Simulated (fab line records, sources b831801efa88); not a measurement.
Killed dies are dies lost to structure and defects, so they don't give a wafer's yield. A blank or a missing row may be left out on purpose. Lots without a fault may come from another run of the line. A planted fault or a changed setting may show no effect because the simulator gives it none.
Chamber matching | flow gf180mcu | GF_V2_CVD_02 on pecvd-03: 3 sister chambers
The step deposits SiO2 from TEOS, target thk 850 nm, time 94.851 s. 16 wafers are shown with their chamber, then 8 later ones without.

WAFERS WITH THEIR CHAMBER
wafer  | chamber | heater_power_w (W) | heater_power_outer_w (W)
L074.2 | 2       | 721                | 423
L074.4 | 1       | 524                | 297
L074.6 | 2       | 772                | 433
L079.4 | 0       | 659                | 348
L079.5 | 1       | 512                | 295
L079.6 | 2       | 603                | 321
L084.1 | 2       | 747                | 428
L084.4 | 1       | 588                | 361
L084.6 | 2       | 603                | 334
L085.4 | 0       | 600                | 311
L085.5 | 2       | 754                | 426
L085.6 | 1       | 512                | 310
L089.1 | 0       | 575                | 282
L089.2 | 2       | 639                | 344
L089.3 | 1       | 574                | 341
L090.3 | 2       | 780                | 437

SIGNATURES (means of the wafers above)
reading              | chamber 0 | chamber 1 | chamber 2 | scatter within a chamber
heater_power_w       | 611.33    | 542.00    | 702.38    | 61.2
heater_power_outer_w | 313.67    | 320.80    | 393.25    | 42.4
Rule: a wafer's distance from a chamber is the root of the sum, over the readings, of the square of ((its reading less the chamber's mean) divided by the reading's scatter). The wafer belongs to the nearest chamber; if the next one is less than 2 further off, it can't be placed. The scatter: the root of (the sum of the squares of (reading less its chamber's mean) over the shown wafers, divided by (wafers less chambers)).

WAFERS WITHOUT THEIR CHAMBER
wafer  | heater_power_w (W) | heater_power_outer_w (W)
L090.4 | 623                | 398
L090.6 | 538                | 269
L093.3 | 726                | 406
L093.4 | 611                | 375
L093.6 | 746                | 416
L097.3 | 720                | 413
L097.5 | 761                | 438
L097.6 | 570                | 340

WHICH CHAMBER EACH WENT THROUGH
wafer  | from the rows above          | in truth
L090.4 | can't be placed: 2 or 0 or 1 | 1
L090.6 | can't be placed: 1 or 0      | 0
L093.3 | 2                            | 2
L093.4 | can't be placed: 0 or 2 or 1 | 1
L093.6 | 2                            | 2
L097.3 | 2                            | 2
L097.5 | 2                            | 2
L097.6 | can't be placed: 1 or 0 or 2 | 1
Placed correctly: 4 of 8. Can't be placed from these rows: 4 (the true chamber is among the candidates in 4). Placed wrongly: 0.
